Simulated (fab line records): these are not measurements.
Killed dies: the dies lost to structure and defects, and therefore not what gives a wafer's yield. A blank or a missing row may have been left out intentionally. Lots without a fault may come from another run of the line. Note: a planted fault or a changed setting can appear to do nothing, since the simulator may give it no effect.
Matching of chambers / flow gf180mcu / 4 sister chambers for GF_POLY_GATE_ETCH_12 on rie diel-01
The step etches BARC in N2/H2. 14 wafers are shown with their chamber, then 7 later ones without.

## WAFERS PAIRED WITH THEIR CHAMBERS
wafer=L618.3; chamber=1; drypump motor current A (A)=6.3; oes product au (a.u.)=0.748; throttle valve pct (%)=13.217
wafer=L618.4; chamber=2; drypump motor current A (A)=6.2; oes product au (a.u.)=0.740; throttle valve pct (%)=13.223
wafer=L618.5; chamber=0; drypump motor current A (A)=5.8; oes product au (a.u.)=0.736; throttle valve pct (%)=13.217
wafer=L625.2; chamber=0; drypump motor current A (A)=5.8; oes product au (a.u.)=0.734; throttle valve pct (%)=13.226
wafer=L625.3; chamber=2; drypump motor current A (A)=6.2; oes product au (a.u.)=0.731; throttle valve pct (%)=13.198
wafer=L625.6; chamber=0; drypump motor current A (A)=5.8; oes product au (a.u.)=0.737; throttle valve pct (%)=13.213
wafer=L627.1; chamber=2; drypump motor current A (A)=6.2; oes product au (a.u.)=0.743; throttle valve pct (%)=13.206
wafer=L627.3; chamber=0; drypump motor current A (A)=5.8; oes product au (a.u.)=0.745; throttle valve pct (%)=13.210
wafer=L627.6; chamber=1; drypump motor current A (A)=6.3; oes product au (a.u.)=0.740; throttle valve pct (%)=13.213
wafer=L633.1; chamber=1; drypump motor current A (A)=6.3; oes product au (a.u.)=0.734; throttle valve pct (%)=13.215
wafer=L633.3; chamber=3; drypump motor current A (A)=6.0; oes product au (a.u.)=0.734; throttle valve pct (%)=13.211
wafer=L633.6; chamber=3; drypump motor current A (A)=5.9; oes product au (a.u.)=0.736; throttle valve pct (%)=13.205
wafer=L634.2; chamber=3; drypump motor current A (A)=6.0; oes product au (a.u.)=0.738; throttle valve pct (%)=13.231
wafer=L634.3; chamber=2; drypump motor current A (A)=6.2; oes product au (a.u.)=0.743; throttle valve pct (%)=13.217

SIGNATURES, as means of the wafers listed above
reading=drypump motor current A; chamber 0=5.800; chamber 1=6.300; chamber 2=6.200; chamber 3=5.967; scatter within a chamber=0.0258
reading=oes product au; chamber 0=0.73800; chamber 1=0.74067; chamber 2=0.73925; chamber 3=0.73600; scatter within a chamber=0.00523
reading=throttle valve pct; chamber 0=13.21650; chamber 1=13.21500; chamber 2=13.21100; chamber 3=13.21567; scatter within a chamber=0.00947
Rule: for a wafer and a chamber, the distance is found by dividing, reading by reading, the gap between the wafer's reading and the chamber's mean by the reading's scatter, squaring, summing and taking the root. If the next closest chamber is less than 2 further off than the closest, the wafer can't be placed; otherwise it belongs to the closest. The scatter: take each reading less its chamber's mean, square it, sum over the shown wafers, divide by the number of wafers less the number of chambers, and take the root.

## WAFERS WITHOUT THEIR CHAMBER
wafer=L634.5; drypump motor current A (A)=6.3; oes product au (a.u.)=0.737; throttle valve pct (%)=13.219
wafer=L635.1; drypump motor current A (A)=6.2; oes product au (a.u.)=0.734; throttle valve pct (%)=13.216
wafer=L635.5; drypump motor current A (A)=5.8; oes product au (a.u.)=0.740; throttle valve pct (%)=13.226
wafer=L635.6; drypump motor current A (A)=6.3; oes product au (a.u.)=0.730; throttle valve pct (%)=13.218
wafer=L640.2; drypump motor current A (A)=6.3; oes product au (a.u.)=0.733; throttle valve pct (%)=13.214
wafer=L640.4; drypump motor current A (A)=5.8; oes product au (a.u.)=0.738; throttle valve pct (%)=13.214
wafer=L640.5; drypump motor current A (A)=6.2; oes product au (a.u.)=0.728; throttle valve pct (%)=13.212

## CHAMBER TAKEN BY EACH
wafer=L634.5; from the rows above=1; in truth=1
wafer=L635.1; from the rows above=2; in truth=2
wafer=L635.5; from the rows above=0; in truth=0
wafer=L635.6; from the rows above=1; in truth=1
wafer=L640.2; from the rows above=1; in truth=1
wafer=L640.4; from the rows above=0; in truth=0
wafer=L640.5; from the rows above=2; in truth=2
7 of 7 placed correctly. Can't be placed from these rows: 0. Wrongly placed: 0.
